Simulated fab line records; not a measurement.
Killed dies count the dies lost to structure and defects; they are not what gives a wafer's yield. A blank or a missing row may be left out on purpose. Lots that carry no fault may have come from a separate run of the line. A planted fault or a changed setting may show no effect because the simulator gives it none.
What tool caused it?	flow sky130	6 lots, 18 wafers sampled, at 3 steps of a route of 708

WHAT THE GAUGES READ, wafer by wafer
SKY_SONOS_ONO_CD_MEAS_13 targets a cd of 410 nm.
lot	measured	on	cd nm (nm)
L968	day 13 15:55	cd sem-01	411.2 412.2 412.7
L970	day 13 19:45	cd sem-01	410.1 410.5 411.2
L972	day 14 11:06	cd sem-01	410.6 409.5 411.2
L979	day 16 14:31	cd sem-02	409.1 408.6 409.1
L983	day 17 22:22	cd sem-01	413.2 410.4 410.6
L988	day 19 21:16	cd sem-02	412.4 411.6 410.4

EACH LOT AND THE TOOL THAT RAN IT (in order: tool; ch and the chambers of the sampled wafers; start)
lot	SKY_NWELL_IMPLANT_12	SKY_NWELL_STRIP_14
L968	implanter-01 ch 0, day 5 06:32	plasma asher-02 ch 0,1, day 5 06:50
L970	implanter-02 ch 0, day 5 11:42	plasma asher-01 ch 0,1, day 5 11:59
L972	implanter-02 ch 0, day 6 01:12	plasma asher-01 ch 0,1, day 6 01:29
L979	implanter-02 ch 0, day 7 12:13	plasma asher-01 ch 0,1, day 7 12:31
L983	implanter-03 ch 0, day 8 10:07	plasma asher-04 ch 0,1, day 8 10:25
L988	implanter-02 ch 0, day 9 18:56	plasma asher-02 ch 0,1, day 9 19:13
- SKY_NWELL_IMPLANT_12
- SKY_NWELL_STRIP_14: strips in O2/N2.

THE ANSWER, worked out from the rows above alone
Rule: the lots themselves supply what counts as usual. The widest of any qualifying gaps counts: lots, ordered by their means at a reading, are off when they make up no more than a third of the lots, leave a main group of 4 or more, and stand apart from it by 3 or more times the standard deviation of that group's means. Not used: any main group whose means are identical at the precision the tables above print for the reading. Also off: a lot with no number at a reading for which 4 or more lots have one. All remaining lots with rows at the step are treated as sound.
Nothing can be told from this: no lot is off at any reading shown.

WHAT WAS PUT IN BY THE SIMULATOR
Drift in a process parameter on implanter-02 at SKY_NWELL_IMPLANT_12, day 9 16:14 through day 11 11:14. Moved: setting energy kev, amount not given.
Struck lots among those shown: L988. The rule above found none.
